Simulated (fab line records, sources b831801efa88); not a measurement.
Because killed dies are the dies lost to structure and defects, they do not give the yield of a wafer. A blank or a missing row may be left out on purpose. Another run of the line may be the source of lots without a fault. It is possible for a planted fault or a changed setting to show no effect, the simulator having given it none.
Chamber matching    flow sky130    cmp-02 running SKY_VIA2_CMP_24: 4 sister chambers
The step polishes, stops on SiO2, t overpolish 20 s, target thk 0 nm. 8 wafers are shown with their chamber, then 8 later ones without.

== WAFERS, EACH WITH ITS CHAMBER ==
wafer   chamber  motor_current_A (A)  time_to_endpoint_s (s)
L964.4  3        9.0                  100
L965.2  3        9.6                  102
L965.5  0        11.1                 101
L968.6  2        10.5                 107
L971.4  2        10.0                 108
L971.5  1        10.7                 109
L971.6  0        11.3                 99
L975.1  1        10.4                 105

== WAFERS WITH NO CHAMBER GIVEN ==
wafer   motor_current_A (A)  time_to_endpoint_s (s)
L975.2  10.6                 104
L975.4  9.0                  105
L976.1  10.3                 103
L976.5  10.8                 104
L976.6  11.4                 98
L977.1  9.6                  104
L977.4  10.1                 107
L977.5  10.4                 107

== THE CHAMBER EACH PASSED THROUGH ==
wafer   from the rows above                in truth
L975.2  can't be placed: 1 or 2 or 0       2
L975.4  can't be placed: 3 or 2            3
L976.1  can't be placed: 1 or 2 or 0 or 3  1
L976.5  can't be placed: 1 or 0 or 2       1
L976.6  0                                  0
L977.1  can't be placed: 3 or 2 or 1       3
L977.4  can't be placed: 2 or 1            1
L977.5  can't be placed: 1 or 2            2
Correct placement for 1 of the 8. Can't be placed from these rows: 7 (the true chamber is among the candidates in 7). Number placed wrongly: 0.
How it was worked out, from the rows above alone: a wafer's distance from a chamber is the root of the sum, over the readings, of the square of ((its reading less the chamber's mean) divided by the reading's scatter). If the next closest chamber is less than 2 further off than the closest, the wafer can't be placed; otherwise it belongs to the closest. The mean given for a chamber averages the wafers shown for that chamber. The scatter: take each reading less its chamber's mean, square it, sum over the shown wafers, divide by the number of wafers less the number of chambers, and take the root.
